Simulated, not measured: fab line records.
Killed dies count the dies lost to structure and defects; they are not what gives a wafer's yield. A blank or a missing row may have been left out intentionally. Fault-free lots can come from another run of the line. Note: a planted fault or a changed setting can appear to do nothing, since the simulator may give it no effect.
Which tool did it? :: flow gf180mcu :: 39 wafers from 13 lots sampled at 4 of the route's 602 steps

## WHAT THE GAUGES SHOWED, per wafer
GF_VT_IMPLANT_OVL_MEAS_18. Usual: VT_IMPLANT_01_OVL gives 0.9 nm (standard deviation 1.7).
lot: L156
measured: day 6 08:40
on: overlay-02
VT_IMPLANT_01_OVL (nm): -3.6 -4.1 -1.4
flag: 

lot: L157
measured: day 6 11:55
on: overlay-01
VT_IMPLANT_01_OVL (nm): -3.5 0.1 1.6
flag: 

lot: L159
measured: day 7 00:54
on: overlay-01
VT_IMPLANT_01_OVL (nm): 1.9 1.0 1.9
flag: 

lot: L160
measured: day 7 09:22
on: overlay-02
VT_IMPLANT_01_OVL (nm): 1.2 2.2 3.0
flag: 

lot: L161
measured: day 7 13:13
on: overlay-02
VT_IMPLANT_01_OVL (nm): 1.2 1.1 1.6
flag: 

lot: L162
measured: day 7 18:58
on: overlay-01
VT_IMPLANT_01_OVL (nm): 4.3 3.1 3.4
flag: 

lot: L166
measured: day 8 22:13
on: overlay-01
VT_IMPLANT_01_OVL (nm): 0.4 1.3 2.5
flag: 

lot: L167
measured: day 9 07:06
on: overlay-02
VT_IMPLANT_01_OVL (nm): -1.5 0.4 -1.6
flag: 

lot: L169
measured: day 9 16:07
on: overlay-01
VT_IMPLANT_01_OVL (nm): 1.6 -0.3 0.8
flag: 

lot: L170
measured: day 9 21:52
on: overlay-02
VT_IMPLANT_01_OVL (nm): 1.2 0.7 0.1
flag: 

lot: L171
measured: day 10 05:05
on: overlay-02
VT_IMPLANT_01_OVL (nm): 1.0 0.4 1.4
flag: 

lot: L173
measured: day 10 19:49
on: overlay-02
VT_IMPLANT_01_OVL (nm): 3.4 1.3 0.5
flag: 

lot: L175
measured: day 11 06:06
on: overlay-02
VT_IMPLANT_01_OVL (nm): 1.3 3.0 2.6
flag: 

GF_DUAL_GATE_THK_MEAS_03. Usual: DUAL_GATE_OXIDATION_00_THK gives 10.94 nm (standard deviation 0.23).
lot: L156
measured: day 7 18:58
on: film-metro-03
DUAL_GATE_OXIDATION_00_THK (nm): 11.23 11.26 11.34
flag: 

lot: L157
measured: day 8 00:02
on: film-metro-03
DUAL_GATE_OXIDATION_00_THK (nm): 10.99 10.92 11.18
flag: 

lot: L159
measured: day 8 13:09
on: film-metro-02
DUAL_GATE_OXIDATION_00_THK (nm): 17.48 17.42 17.44
flag: OFF

lot: L160
measured: day 8 20:40
on: film-metro-03
DUAL_GATE_OXIDATION_00_THK (nm): 10.93 10.99 11.17
flag: 

lot: L161
measured: day 9 00:40
on: film-metro-02
DUAL_GATE_OXIDATION_00_THK (nm): 11.15 11.19 11.25
flag: 

lot: L162
measured: day 9 10:34
on: film-metro-02
DUAL_GATE_OXIDATION_00_THK (nm): 18.03 18.32 17.69
flag: OFF

lot: L166
measured: day 10 11:20
on: film-metro-04
DUAL_GATE_OXIDATION_00_THK (nm): 11.44 11.22 11.19
flag: 

lot: L167
measured: day 11 00:07
on: film-metro-03
DUAL_GATE_OXIDATION_00_THK (nm): 17.02 17.26 17.47
flag: OFF

lot: L169
measured: day 11 08:02
on: film-metro-03
DUAL_GATE_OXIDATION_00_THK (nm): 10.77 10.66 10.59
flag: 

lot: L170
measured: day 11 13:02
on: film-metro-02
DUAL_GATE_OXIDATION_00_THK (nm): 10.96 10.87 11.01
flag: 

lot: L171
measured: day 11 21:08
on: film-metro-03
DUAL_GATE_OXIDATION_00_THK (nm): 10.92 11.29 10.92
flag: 

lot: L173
measured: day 12 12:25
on: film-metro-04
DUAL_GATE_OXIDATION_00_THK (nm): 10.54 10.80 10.82
flag: 

lot: L175
measured: day 12 23:44
on: film-metro-02
DUAL_GATE_OXIDATION_00_THK (nm): 11.10 10.87 11.02
flag: 

## WHICH TOOL RAN EACH LOT (tool, then ch and the chambers of the sampled wafers, then the start)
lot: L156
GF_VT_IMPLANT_STRIP_20: plasma-asher-01 ch 0,1, day 6 08:50
GF_DUAL_GATE_OXIDATION_02: furnace-01 ch 0, day 7 17:31

lot: L157
GF_VT_IMPLANT_STRIP_20: plasma-asher-01 ch 0,1, day 6 12:06
GF_DUAL_GATE_OXIDATION_02: furnace-02 ch 0, day 7 22:35

lot: L159
GF_VT_IMPLANT_STRIP_20: plasma-asher-03 ch 0,1, day 7 01:05
GF_DUAL_GATE_OXIDATION_02: furnace-02 ch 0, day 8 10:05 and furnace-01 ch 0, day 8 11:43

lot: L160
GF_VT_IMPLANT_STRIP_20: plasma-asher-03 ch 0,1, day 7 09:32
GF_DUAL_GATE_OXIDATION_02: furnace-02 ch 0, day 8 19:13

lot: L161
GF_VT_IMPLANT_STRIP_20: plasma-asher-03 ch 0,1, day 7 13:26
GF_DUAL_GATE_OXIDATION_02: furnace-01 ch 0, day 8 23:12

lot: L162
GF_VT_IMPLANT_STRIP_20: plasma-asher-04 ch 0, day 7 19:09
GF_DUAL_GATE_OXIDATION_02: furnace-01 ch 0, day 9 06:19 and furnace-02 ch 0, day 9 09:07

lot: L166
GF_VT_IMPLANT_STRIP_20: plasma-asher-03 ch 0,1, day 8 22:24
GF_DUAL_GATE_OXIDATION_02: furnace-02 ch 0, day 10 09:53

lot: L167
GF_VT_IMPLANT_STRIP_20: plasma-asher-01 ch 0, day 9 07:17
GF_DUAL_GATE_OXIDATION_02: furnace-02 ch 0, day 10 20:59 and furnace-01 ch 0, day 10 22:35

lot: L169
GF_VT_IMPLANT_STRIP_20: plasma-asher-03 ch 0,1, day 9 16:17
GF_DUAL_GATE_OXIDATION_02: furnace-02 ch 0, day 11 06:36

lot: L170
GF_VT_IMPLANT_STRIP_20: plasma-asher-03 ch 0,1, day 9 22:02
GF_DUAL_GATE_OXIDATION_02: furnace-02 ch 0, day 11 11:34

lot: L171
GF_VT_IMPLANT_STRIP_20: plasma-asher-01 ch 0,1, day 10 05:17
GF_DUAL_GATE_OXIDATION_02: furnace-01 ch 0, day 11 19:40

lot: L173
GF_VT_IMPLANT_STRIP_20: plasma-asher-03 ch 0,1, day 10 19:59
GF_DUAL_GATE_OXIDATION_02: furnace-01 ch 0, day 12 10:58

lot: L175
GF_VT_IMPLANT_STRIP_20: plasma-asher-03 ch 0,1, day 11 06:17
GF_DUAL_GATE_OXIDATION_02: furnace-02 ch 0, day 12 22:17
- GF_VT_IMPLANT_STRIP_20: strips in O2/N2.
- GF_DUAL_GATE_OXIDATION_02: stabilise 600 s, purge 300 s, target thk 10.887 nm.

## AS READ BY THE TOOLS THEMSELVES (means over the sampled wafers that have a number; for cases with no such wafer, the mark the record gives instead)
GF_VT_IMPLANT_STRIP_20. Usual: drypump-motor-current-A 5.7 A, standard deviation 0.5; heater-power-w 304 W, standard deviation 27; o2-flow-sccm 3000 sccm, standard deviation 9.8; oes-product-au 0.716 a.u., standard deviation 0.0042; platen-temp-c 250.02 C, standard deviation 0.19; strip-time-to-endpoint-s 12.64 s, standard deviation 0.039.
lot: L156
tool: plasma-asher-01
drypump-motor-current-A (A): 5.5
heater-power-w (W): 303
o2-flow-sccm (sccm): 2999
oes-product-au (a.u.): 0.716
platen-temp-c (C): 250.04
strip-time-to-endpoint-s (s): 12.65
flag: 

lot: L157
tool: plasma-asher-01
drypump-motor-current-A (A): 5.5
heater-power-w (W): 304
o2-flow-sccm (sccm): 3004
oes-product-au (a.u.): 0.713
platen-temp-c (C): 249.84
strip-time-to-endpoint-s (s): 12.66
flag: 

lot: L159
tool: plasma-asher-03
drypump-motor-current-A (A): 5.6
heater-power-w (W): 309
o2-flow-sccm (sccm): 3011
oes-product-au (a.u.): 0.714
platen-temp-c (C): 250.01
strip-time-to-endpoint-s (s): 12.60
flag: 

lot: L160
tool: plasma-asher-03
drypump-motor-current-A (A): 5.4
heater-power-w (W): 302
o2-flow-sccm (sccm): 2997
oes-product-au (a.u.): 0.718
platen-temp-c (C): 250.18
strip-time-to-endpoint-s (s): 12.63
flag: 

lot: L161
tool: plasma-asher-03
drypump-motor-current-A (A): 5.6
heater-power-w (W): 311
o2-flow-sccm (sccm): 3011
oes-product-au (a.u.): 0.716
platen-temp-c (C): 250.08
strip-time-to-endpoint-s (s): 12.58
flag: 

lot: L162
tool: plasma-asher-04
drypump-motor-current-A (A): 6.2
heater-power-w (W): 333
o2-flow-sccm (sccm): 2998
oes-product-au (a.u.): 0.718
platen-temp-c (C): 250.26
strip-time-to-endpoint-s (s): 12.65
flag: 

lot: L166
tool: plasma-asher-03
drypump-motor-current-A (A): 5.4
heater-power-w (W): 298
o2-flow-sccm (sccm): 3007
oes-product-au (a.u.): 0.714
platen-temp-c (C): 249.87
strip-time-to-endpoint-s (s): 12.62
flag: 

lot: L167
tool: plasma-asher-01
drypump-motor-current-A (A): 6.2
heater-power-w (W): 244
o2-flow-sccm (sccm): 3008
oes-product-au (a.u.): 0.719
platen-temp-c (C): 250.23
strip-time-to-endpoint-s (s): 12.65
flag: 

lot: L169
tool: plasma-asher-03
drypump-motor-current-A (A): 5.4
heater-power-w (W): 300
o2-flow-sccm (sccm): 3000
oes-product-au (a.u.): 0.716
platen-temp-c (C): 250.09
strip-time-to-endpoint-s (s): 12.68
flag: 

lot: L170
tool: plasma-asher-03
drypump-motor-current-A (A): 5.4
heater-power-w (W): 300
o2-flow-sccm (sccm): 3000
oes-product-au (a.u.): 0.719
platen-temp-c (C): 249.85
strip-time-to-endpoint-s (s): 12.65
flag: 

lot: L171
tool: plasma-asher-01
drypump-motor-current-A (A): 5.5
heater-power-w (W): 308
o2-flow-sccm (sccm): 2987
oes-product-au (a.u.): 0.713
platen-temp-c (C): 250.14
strip-time-to-endpoint-s (s): 12.62
flag: 

lot: L173
tool: plasma-asher-03
drypump-motor-current-A (A): 5.6
heater-power-w (W): 308
o2-flow-sccm (sccm): 3012
oes-product-au (a.u.): 0.717
platen-temp-c (C): 249.97
strip-time-to-endpoint-s (s): 12.60
flag: 

lot: L175
tool: plasma-asher-03
drypump-motor-current-A (A): 5.4
heater-power-w (W): 301
o2-flow-sccm (sccm): 2988
oes-product-au (a.u.): 0.720
platen-temp-c (C): 249.99
strip-time-to-endpoint-s (s): 12.70
flag: 

## THE ANSWER, worked out from the rows above alone
Rule: take the mean of a lot's wafers that have a number; if it is more than 3 standard deviations from the usual mean, the lot is off. Also off: a lot with no number at a reading for which 4 or more lots have one. All remaining lots with rows at the step are treated as sound. Order of review: gauges by route order, followed by the tools' own readings, for which a lot's mean as printed above is used. At the first step where some lot is off, the reading lying furthest off is the one used; lots without a number count as furthest.
Off: L159, L162, L167, at GF_DUAL_GATE_THK_MEAS_03 (DUAL_GATE_OXIDATION_00_THK).
If a tool, at a process step before that reading, ran all the lots that are off and no sound lot after the first of them, it fits. The gauges at GF_DUAL_GATE_THK_MEAS_03 are tried like those tools. Not one of the candidates tried fits.

## WHAT THE SIMULATOR HAD INSERTED
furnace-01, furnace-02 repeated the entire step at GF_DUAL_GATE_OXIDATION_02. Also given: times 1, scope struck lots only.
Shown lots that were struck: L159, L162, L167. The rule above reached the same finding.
